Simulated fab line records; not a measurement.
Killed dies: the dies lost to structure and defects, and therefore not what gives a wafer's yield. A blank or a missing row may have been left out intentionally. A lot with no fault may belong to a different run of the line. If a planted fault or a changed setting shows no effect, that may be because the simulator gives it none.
Which tool is to blame? :: flow gf180mcu :: 7 lots, 21 wafers sampled, at 2 steps of a route of 602

WHAT EACH GAUGE READ, for each wafer
GF_STI_THK_MEAS_30.
lot: L691
measured: day 2 17:26
on: film-metro-03
STI_OXIDATION_02_THK (nm): 10.32 10.23 10.35

lot: L694
measured: day 3 07:52
on: film-metro-02
STI_OXIDATION_02_THK (nm): 10.00 10.05 10.07

lot: L696
measured: day 3 17:10
on: film-metro-01
STI_OXIDATION_02_THK (nm): 9.69 10.10 9.85

lot: L698
measured: day 4 05:34
on: film-metro-03
STI_OXIDATION_02_THK (nm): 9.93 10.01 10.03

lot: L700
measured: day 4 15:32
on: film-metro-01
STI_OXIDATION_02_THK (nm): 9.93 9.91 9.97

lot: L708
measured: day 6 08:31
on: film-metro-02
STI_OXIDATION_02_THK (nm): 9.67 9.51 9.46

lot: L712
measured: day 7 05:07
on: film-metro-03
STI_OXIDATION_02_THK (nm): 10.21 10.18 10.20

TOOL THAT RAN EACH LOT (tool first, then ch and the chambers of the sampled wafers, then the start)
lot: L691
GF_STI_ETCH_14: rie-si-01 ch 1,2,3, day 2 11:07

lot: L694
GF_STI_ETCH_14: rie-si-02 ch 0,2, day 3 03:40

lot: L696
GF_STI_ETCH_14: rie-si-02 ch 0,3, day 3 12:55

lot: L698
GF_STI_ETCH_14: rie-si-01 ch 0,1,3, day 4 00:43

lot: L700
GF_STI_ETCH_14: rie-si-01 ch 0,2,3, day 4 10:52

lot: L708
GF_STI_ETCH_14: rie-si-01 ch 0,1,3, day 6 03:27

lot: L712
GF_STI_ETCH_14: rie-si-02 ch 0,2,3, day 7 00:31
- GF_STI_ETCH_14: etches Si in HBr/Cl2/O2, target depth 360 nm, time 102.9 s.

THE ANSWER, worked out from the rows above alone
Rule: what is usual is taken from the lots themselves. Put in order of their means at a reading, lots are off if they are a third of the lots or fewer, leave a main group of 4 or more, and stand apart from it by a gap of 3 or more times the standard deviation of the main group's means; of several such gaps the widest counts. A main group whose means are all the same, to the digits that the tables above print for the reading, isn't used. Also off: a lot with no number at a reading for which 4 or more lots have one. Where the step has rows for the other lots, those lots are counted as sound.
Nothing can be told from this: no lot is off at any reading shown.

WHAT THE SIMULATOR PUT IN
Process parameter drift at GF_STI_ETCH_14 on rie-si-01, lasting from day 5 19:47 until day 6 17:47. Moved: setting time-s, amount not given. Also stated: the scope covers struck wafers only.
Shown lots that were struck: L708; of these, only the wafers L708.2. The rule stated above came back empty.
